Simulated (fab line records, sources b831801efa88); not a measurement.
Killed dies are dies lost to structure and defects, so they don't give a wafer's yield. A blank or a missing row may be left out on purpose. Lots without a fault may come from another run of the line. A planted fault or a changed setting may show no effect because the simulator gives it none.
Which tool did it? | flow sfq_line | 14 lots, 42 wafers sampled, at 2 steps of a route of 325

WHAT THE GAUGES READ, wafer by wafer
SFQ_M2_RS_MEAS_914: measures by four-point-probe.
lot  | measured     | on            | M2_NB_RS (ohm/sq)
L248 | day 11 11:45 | film_metro-04 | 0.889 0.893 0.886
L249 | day 12 14:32 | film_metro-04 | 0.893 0.897 0.889
L250 | day 18 04:25 | film_metro-04 | 0.898 0.891 0.894
L251 | day 18 06:49 | film_metro-03 | 0.898 0.899 0.892
L252 | day 29 06:01 | film_metro-02 | 0.893 0.894 0.899
L253 | day 29 19:23 | film_metro-03 | 0.897 0.891 0.885
L257 | day 32 18:14 | film_metro-02 | 0.887 0.879 0.887
L258 | day 33 01:42 | film_metro-03 | 0.440 0.441 0.439
L259 | day 33 13:26 | film_metro-02 | 0.891 0.883 0.888
L262 | day 35 02:43 | film_metro-02 | 0.449 0.454 0.450
L266 | day 35 15:32 | film_metro-04 | 0.894 0.897 0.886
L268 | day 35 19:07 | film_metro-03 | 0.903 0.899 0.894
L269 | day 35 21:31 | film_metro-04 | 0.906 0.899 0.899
L270 | day 35 22:45 | film_metro-03 | 0.890 0.885 0.888

WHICH TOOL RAN EACH LOT (tool, then ch and the chambers of the sampled wafers, then the start)
lot  | SFQ_TRILAYER_M2_DEP_SPUTTER_055
L248 | pvd_sputter-03, day 11 11:38
L249 | pvd_sputter-04, day 12 14:25
L250 | pvd_sputter-04, day 18 04:17
L251 | pvd_sputter-03, day 18 06:41
L252 | pvd_sputter-05, day 29 05:54
L253 | pvd_sputter-04, day 29 19:14
L257 | pvd_sputter-05, day 32 18:09
L258 | pvd_sputter-05, day 33 01:21
L259 | pvd_sputter-03, day 33 13:21
L262 | pvd_sputter-04, day 35 02:21
L266 | pvd_sputter-04, day 35 15:25
L268 | pvd_sputter-05, day 35 19:01
L269 | pvd_sputter-04, day 35 21:25
L270 | pvd_sputter-03, day 35 22:37
- SFQ_TRILAYER_M2_DEP_SPUTTER_055: material Nb, target thk 200 nm, time 133.3 s.

WHAT THE TOOLS THEMSELVES READ (means of the sampled wafers that have a number; where no wafer has one, the mark that the record gives instead)
SFQ_TRILAYER_M2_DEP_SPUTTER_055.
lot  | tool           | throttle_valve_pct (%)
L248 | pvd_sputter-03 | 30.1
L249 | pvd_sputter-04 | 29.7
L250 | pvd_sputter-04 | 29.0
L251 | pvd_sputter-03 | 29.3
L252 | pvd_sputter-05 | 29.5
L253 | pvd_sputter-04 | 30.2
L257 | pvd_sputter-05 | 29.5
L258 | pvd_sputter-05 | 30.4
L259 | pvd_sputter-03 | 29.6
L262 | pvd_sputter-04 | 29.5
L266 | pvd_sputter-04 | 29.6
L268 | pvd_sputter-05 | 29.9
L269 | pvd_sputter-04 | 30.0
L270 | pvd_sputter-03 | 30.1

THE ANSWER, worked out from the rows above alone
Rule: what is usual is taken from the lots themselves. Put in order of their means at a reading, lots are off if they are a third of the lots or fewer, leave a main group of 4 or more, and stand apart from it by a gap of 3 or more times the standard deviation of the main group's means; of several such gaps the widest counts. A main group whose means are all the same, to the digits that the tables above print for the reading, isn't used. A lot without any number at a reading at which 4 lots or more have one is off too. The other lots that the step has rows for count as sound. The gauges are gone through in route order, then the tools' own readings, and for those a lot's mean is taken as printed above. The first step at which some lot is off is used, and at that step the reading that is off furthest; a lot without a number counts as furthest.
Off: L258, L262, at SFQ_M2_RS_MEAS_914 (M2_NB_RS). The main group: mean 0.893 ohm/sq, standard deviation 0.0048.
A tool fits if, at a process step before that reading, it ran every lot that is off, and no sound lot after the first of them. The gauges at SFQ_M2_RS_MEAS_914 are tried like those tools. None of those tried fits.

WHAT THE SIMULATOR HAD PUT IN
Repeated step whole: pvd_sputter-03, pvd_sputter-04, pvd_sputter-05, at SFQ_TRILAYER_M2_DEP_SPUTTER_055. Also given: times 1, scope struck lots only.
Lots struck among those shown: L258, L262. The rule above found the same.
